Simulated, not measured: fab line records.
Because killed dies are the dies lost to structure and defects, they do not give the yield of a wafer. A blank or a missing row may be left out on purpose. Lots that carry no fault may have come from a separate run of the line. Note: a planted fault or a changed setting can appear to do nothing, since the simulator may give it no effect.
Chamber matching || flow gf180mcu || GF_V3_CMP_26 on cmp-02: 4 sister chambers
The step polishes, stops on SiO2, t overpolish 15 s, target thk 0 nm. 7 wafers are shown with their chamber, then 7 later ones without.

## EACH WAFER AND ITS CHAMBER
{"wafer": "L208.5", "chamber": 2, "motorCurrentA (A)": 10.9, "overpolishRunS (s)": 14.993}
{"wafer": "L214.1", "chamber": 3, "motorCurrentA (A)": 12.1, "overpolishRunS (s)": 14.997}
{"wafer": "L217.1", "chamber": 1, "motorCurrentA (A)": 9.5, "overpolishRunS (s)": 14.987}
{"wafer": "L217.2", "chamber": 0, "motorCurrentA (A)": 12.0, "overpolishRunS (s)": 15.004}
{"wafer": "L217.5", "chamber": 0, "motorCurrentA (A)": 11.8, "overpolishRunS (s)": 15.002}
{"wafer": "L220.1", "chamber": 1, "motorCurrentA (A)": 10.0, "overpolishRunS (s)": 14.995}
{"wafer": "L220.4", "chamber": 3, "motorCurrentA (A)": 11.9, "overpolishRunS (s)": 14.997}

## WAFERS WHOSE CHAMBER IS MISSING
{"wafer": "L220.6", "motorCurrentA (A)": 12.3, "overpolishRunS (s)": 14.994}
{"wafer": "L225.3", "motorCurrentA (A)": 10.1, "overpolishRunS (s)": 15.000}
{"wafer": "L225.4", "motorCurrentA (A)": 10.8, "overpolishRunS (s)": 15.006}
{"wafer": "L225.6", "motorCurrentA (A)": 12.0, "overpolishRunS (s)": 14.993}
{"wafer": "L228.4", "motorCurrentA (A)": 11.9, "overpolishRunS (s)": 14.999}
{"wafer": "L228.5", "motorCurrentA (A)": 9.4, "overpolishRunS (s)": 14.999}
{"wafer": "L228.6", "motorCurrentA (A)": 12.4, "overpolishRunS (s)": 15.009}

## CHAMBER TAKEN BY EACH
{"wafer": "L220.6", "from the rows above": "can't be placed: 3 or 0", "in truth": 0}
{"wafer": "L225.3", "from the rows above": "can't be placed: 1 or 2", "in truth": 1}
{"wafer": "L225.4", "from the rows above": "can't be placed: 2 or 0 or 3", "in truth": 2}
{"wafer": "L225.6", "from the rows above": "can't be placed: 3 or 0", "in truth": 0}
{"wafer": "L228.4", "from the rows above": "can't be placed: 3 or 0", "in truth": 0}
{"wafer": "L228.5", "from the rows above": 1, "in truth": 1}
{"wafer": "L228.6", "from the rows above": "can't be placed: 0 or 3", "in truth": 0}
Correctly placed: 1 of 7. Not placeable from these rows: 6 (in 6, the candidates include the true chamber). Placed wrongly: 0.
How it was worked out, from the rows above alone: a wafer's distance from a chamber is the root of the sum, over the readings, of the square of ((its reading less the chamber's mean) divided by the reading's scatter). The wafer belongs to the nearest chamber; if the next one is less than 2 further off, it can't be placed. A chamber's mean is the mean of its shown wafers. The scatter is the square root of a quotient: the sum, over the shown wafers, of each reading's squared deviation from its chamber's mean, divided by wafers minus chambers.
